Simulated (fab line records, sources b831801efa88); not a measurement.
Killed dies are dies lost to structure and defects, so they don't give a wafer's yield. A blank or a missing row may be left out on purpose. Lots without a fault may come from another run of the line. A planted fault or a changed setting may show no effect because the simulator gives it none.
Problem report in the 8D (eight disciplines) form, filled by code | flow sky130 | the parts of the form that need people (team, actions taken, sign-off) are left out

1. THE PROBLEM
killed_at_other at SKY_PAD_OPEN_PROBE_99 reads a mean of 50.0 on 2 wafers of 2 lots; wafers without a fault read 0.3 with a standard deviation of 0.53. That is +94 standard deviations from the usual mean.
First seen on wafer L632.1, day 46 18:55, on prober-01. The record holds 6 wafers of 2 lots with a number at this step. Rule for "out", or "out of limits": more than 4 standard deviations from the usual mean. The other wafers with a number count as sound.

2. WHAT IT IS AND WHAT IT IS NOT
question                    | is                                                                                                                         | is not
which readings at this step | killed_at_other, defect_limited_yield, killed_dies, sort_bin_3_pad_short, sort_bin_5_function, sort_n_pass, sort_yield_pct | killed_at_M4_up, killed_at_contacts, killed_at_front_end, killed_open, killed_short, sort_bin_6_memory
which lots                  | L632, L633                                                                                                                 | -
which wafers of those lots  | L632.1, L633.2                                                                                                             | L632.4, L632.6, L633.1, L633.5
read on which tools         | prober-01, prober-02                                                                                                       | -
when                        | from day 46 18:55                                                                                                          | up to then (0 sound wafers); but 4 sound wafers of L632, L633 came after

3. SUSPECTS, AND WHAT RULES EACH OUT
Counting: a tool at a process step up to the reading stays a suspect if it ran every lot that is out. Sound lots after the first of them don't rule it out here, since some wafers of a struck lot are sound.
- pecvd-04 at SKY_PASSIVATION_CVD_00 (deposits SiO2, target thk 90 nm): kept. It ran every lot that is out, first L632 (day 45 02:38).
- Within pecvd-04 at SKY_PASSIVATION_CVD_00: the wafers that are out ran in chamber 1; their sound lot-mates ran in chambers 0, 2.
Left after counting: pecvd-04 at SKY_PASSIVATION_CVD_00.

4. THE CAUSE (what the simulator had put in)
Chamber particle source: pecvd-04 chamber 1, from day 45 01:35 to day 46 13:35, at SKY_PASSIVATION_CVD_00. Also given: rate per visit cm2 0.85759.
Counting left only this tool.

5. THE CHAIN OF EFFECTS, in route order
Each row: a reading whose mean over the struck wafers that have a number lies more than 3 standard deviations from the usual. Only readings for which the record gives a usual standard deviation are gone through. hours: the time from each lot's start at the first step in this table that gives one to its start at this step, as a median over the lots. sigmas: the change in usual standard deviations.
hours | step                  | reading              | usual  | on struck wafers | change | sigmas
0     | SKY_PAD_OPEN_PROBE_99 | defect_limited_yield | 82.5 % | 73.0             | -9.5   | -5.0
0     | SKY_PAD_OPEN_PROBE_99 | killed_at_other      | 0.3    | 50.0             | +49.7  | +94
0     | SKY_PAD_OPEN_PROBE_99 | killed_dies          | 86     | 133              | +47    | +5.1
0     | SKY_PAD_OPEN_PROBE_99 | sort_bin_3_pad_short | 0.9 %  | 2.7              | +1.8   | +4.5
0     | SKY_PAD_OPEN_PROBE_99 | sort_bin_5_function  | 10.3 % | 16.7             | +6.4   | +4.6
0     | SKY_PAD_OPEN_PROBE_99 | sort_n_pass          | 406    | 359              | -47    | -5.1
0     | SKY_PAD_OPEN_PROBE_99 | sort_yield_pct       | 82.5 % | 73.0             | -9.5   | -5.0
The process steps in it:
- SKY_PAD_OPEN_PROBE_99

6. WHAT WOULD HAVE CAUGHT IT SOONER
In this record the first reading out of limits was taken at day 46 18:55, 41 hours after the fault began at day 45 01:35.
Of the tool readings at SKY_PASSIVATION_CVD_00 for which the record gives a usual standard deviation, none was out on any struck wafer, so an alarm limit of 4 standard deviations on them would not have fired.
All the lots that are out (2) had begun SKY_PASSIVATION_CVD_00 on pecvd-04 by day 46 18:55. A hold on the tool at that time would have spared none of them.
